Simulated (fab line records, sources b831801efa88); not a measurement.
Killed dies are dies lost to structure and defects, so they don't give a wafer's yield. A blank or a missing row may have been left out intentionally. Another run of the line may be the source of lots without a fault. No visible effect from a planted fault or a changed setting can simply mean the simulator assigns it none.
Chamber matching | flow sky130 | cmp-02 running SKY_FIELD_ISO_CMP_27: 4 sister chambers
The step polishes, stops on Si3N4, t overpolish 16 s, target thk 457.8 nm. 8 wafers are shown with their chamber, then 12 later ones without.

## WAFERS WITH THEIR CHAMBER
wafer  | chamber | motor current A (A) | time to endpoint s (s)
L086.2 | 0       | 15.4                | 110
L088.3 | 2       | 10.4                | 117
L088.5 | 2       | 11.3                | 120
L091.1 | 1       | 13.0                | 111
L091.5 | 1       | 12.8                | 116
L092.3 | 3       | 12.0                | 108
L092.4 | 0       | 15.1                | 111
L092.5 | 3       | 11.9                | 102

## WAFERS WHOSE CHAMBER IS MISSING
wafer  | motor current A (A) | time to endpoint s (s)
L093.1 | 14.9                | 113
L093.2 | 10.8                | 110
L093.5 | 15.1                | 114
L095.1 | 10.8                | 117
L095.3 | 15.0                | 114
L095.4 | 12.5                | 110
L096.1 | 15.3                | 112
L096.2 | 10.5                | 108
L096.5 | 10.6                | 110
L097.2 | 11.7                | 115
L097.4 | 12.2                | 110
L097.6 | 11.9                | 107

## THE CHAMBER EACH PASSED THROUGH
wafer  | from the rows above          | in truth
L093.1 | 0                            | 0
L093.2 | can't be placed: 2 or 3      | 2
L093.5 | 0                            | 0
L095.1 | 2                            | 2
L095.3 | 0                            | 0
L095.4 | can't be placed: 1 or 3      | 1
L096.1 | 0                            | 0
L096.2 | can't be placed: 2 or 3      | 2
L096.5 | can't be placed: 2 or 3      | 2
L097.2 | can't be placed: 2 or 3 or 1 | 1
L097.4 | can't be placed: 3 or 1      | 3
L097.6 | 3                            | 3
Correct placement for 6 of the 12. From these rows, 6 cannot be placed; in 6 the true chamber is one of the candidates. 0 placed wrongly.
How it was worked out, from the rows above alone: a wafer's distance from a chamber is the root of the sum, over the readings, of the square of ((its reading less the chamber's mean) divided by the reading's scatter). The wafer belongs to the nearest chamber; if the next one is less than 2 further off, it can't be placed. For every chamber, the mean is computed from those of its wafers that are shown. How the scatter is found: for the shown wafers, subtract from each reading the mean of its chamber, square and add these, divide the total by (wafers less chambers), then take the root.
